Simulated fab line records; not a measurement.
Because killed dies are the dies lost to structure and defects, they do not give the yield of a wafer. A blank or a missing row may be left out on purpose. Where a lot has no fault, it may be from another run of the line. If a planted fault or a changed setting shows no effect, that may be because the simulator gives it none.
A single fault, viewed from 2 desks | flow sky130 | what lay behind the numbers comes last; until then each desk has only its own

== AT THE TOOL OWNER'S DESK: implanter-01 ==
The tool's own readings at SKY_LDD_N_IMPLANT_14, given as means over the sampled wafers that have a number, one for each lot that went through this tool. A lot is out of limits, marked OUT, if its mean lies more than 4 standard deviations from the usual mean; the brackets give that distance.
Columns: A = doseIonsCm2 at SKY_LDD_N_IMPLANT_14, usual 5e+12; B = faradayCurrentUA at SKY_LDD_N_IMPLANT_14, usual 28.2
lot  | first seen here | A                       | B
L308 | day 18 18:13    | 5e+12                   | 27.9
L311 | day 19 20:29    | 4e+12 (-99 or more) OUT | 21.1 (-12) OUT
L312 | day 20 14:41    | 4e+12 (-99 or more) OUT | 21.6 (-11) OUT
L321 | day 23 22:23    | 5e+12                   | 27.9
L327 | day 25 17:26    | 5e+12                   | 28.0
L328 | day 25 20:05    | 5e+12                   | 28.3
This desk finds L311, L312 out of limits, L311 being first, at day 19 20:29 (doseIonsCm2 at SKY_LDD_N_IMPLANT_14). Within limits: L308, L321, L327, L328.

== FROM THE METROLOGY DESK ==
Lot by lot, what the gauges showed, no matter which tool ran the lot: averages of those sampled wafers that carry a number. A lot is out of limits, marked OUT, if its mean lies more than 4 standard deviations from the usual mean; the brackets give that distance.
Columns: A = POLY_GATE_CVD_00_THK at SKY_POLY_GATE_THK_MEAS_01, usual 179.9 nm; B = POLY_GATE_OVL at SKY_POLY_GATE_OVL_MEAS_14, usual -1 nm
lot  | first seen here | A     | B
L306 | day 14 08:08    | 179.2 | 5
L307 | day 14 11:41    | 180.0 | -5
L308 | day 14 21:01    | 178.5 | 1
L310 | day 15 11:33    | 182.0 | -3
L311 | day 15 21:00    | 180.6 | 4
L312 | day 16 14:23    | 178.6 | 1
L313 | day 16 19:20    | 180.4 | -3
L320 | day 19 15:34    | 178.6 | 3
L321 | day 19 23:05    | 180.5 | -1
L322 | day 20 09:21    | 183.3 | 0
L323 | day 20 12:07    | 179.1 | 3
L327 | day 21 19:14    | 179.5 | 0
L328 | day 21 22:55    | 181.6 | -0
This desk found nothing out of limits on any of the 13 lots.

== PUT TOGETHER ==
At day 19 20:29, on L311, L312, the tool owner's desk was in a position to raise an alarm.
At the metrology desk, nothing out of limits was observed.
The metrology desk has L311, L312 on record, within its limits.
Of the lots named, all ran SKY_LDD_N_IMPLANT_14 on implanter-01.

== WHAT WAS PUT IN BY THE SIMULATOR ==
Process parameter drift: implanter-01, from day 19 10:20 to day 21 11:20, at SKY_LDD_N_IMPLANT_14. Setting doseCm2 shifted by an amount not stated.
Lots struck among those shown: L311, L312.
Time in hours from fault onset to the first out-of-limits reading at each desk: the tool owner's desk, 10.
